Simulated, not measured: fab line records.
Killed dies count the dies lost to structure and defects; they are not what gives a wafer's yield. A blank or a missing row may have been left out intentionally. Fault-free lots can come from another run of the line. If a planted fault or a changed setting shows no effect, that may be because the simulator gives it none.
Which tool was responsible? || flow gf180mcu || at 1 step of a route of 602, 7 lots with 21 wafers sampled

== WHAT THE GAUGES SHOWED, per wafer ==
GF_STI_THK_MEAS_04.
{"lot": "L450", "measured": "day 1 19:31", "on": "film metro-01", "STI_CVD_03_THK (nm)": "208.4 209.8 209.3"}
{"lot": "L452", "measured": "day 2 04:34", "on": "film metro-01", "STI_CVD_03_THK (nm)": "209.1 208.6 207.4"}
{"lot": "L454", "measured": "day 2 14:37", "on": "film metro-04", "STI_CVD_03_THK (nm)": "209.2 208.2 209.2"}
{"lot": "L457", "measured": "day 3 05:34", "on": "film metro-01", "STI_CVD_03_THK (nm)": "203.0 205.1 206.6"}
{"lot": "L464", "measured": "day 4 16:34", "on": "film metro-01", "STI_CVD_03_THK (nm)": "210.2 211.6 209.9"}
{"lot": "L466", "measured": "day 5 02:34", "on": "film metro-01", "STI_CVD_03_THK (nm)": "206.1 208.2 206.4"}
{"lot": "L472", "measured": "day 6 08:43", "on": "film metro-04", "STI_CVD_03_THK (nm)": "204.1 207.7 206.2"}

== TOOL THAT RAN EACH LOT (tool first, then ch and the chambers of the sampled wafers, then the start) ==
Before these readings, the record contains no process step.

== THE ANSWER, worked out from the rows above alone ==
Rule: what is usual is taken from the lots themselves. The widest of any qualifying gaps counts: lots, ordered by their means at a reading, are off when they make up no more than a third of the lots, leave a main group of 4 or more, and stand apart from it by 3 or more times the standard deviation of that group's means. A main group whose means are all the same, to the digits that the tables above print for the reading, isn't used. Also off: a lot with no number at a reading for which 4 or more lots have one. Any other lot the step has rows for is counted as sound.
No lot is off on any of the readings shown, so nothing can be concluded from this.

== WHAT WAS PUT IN BY THE SIMULATOR ==
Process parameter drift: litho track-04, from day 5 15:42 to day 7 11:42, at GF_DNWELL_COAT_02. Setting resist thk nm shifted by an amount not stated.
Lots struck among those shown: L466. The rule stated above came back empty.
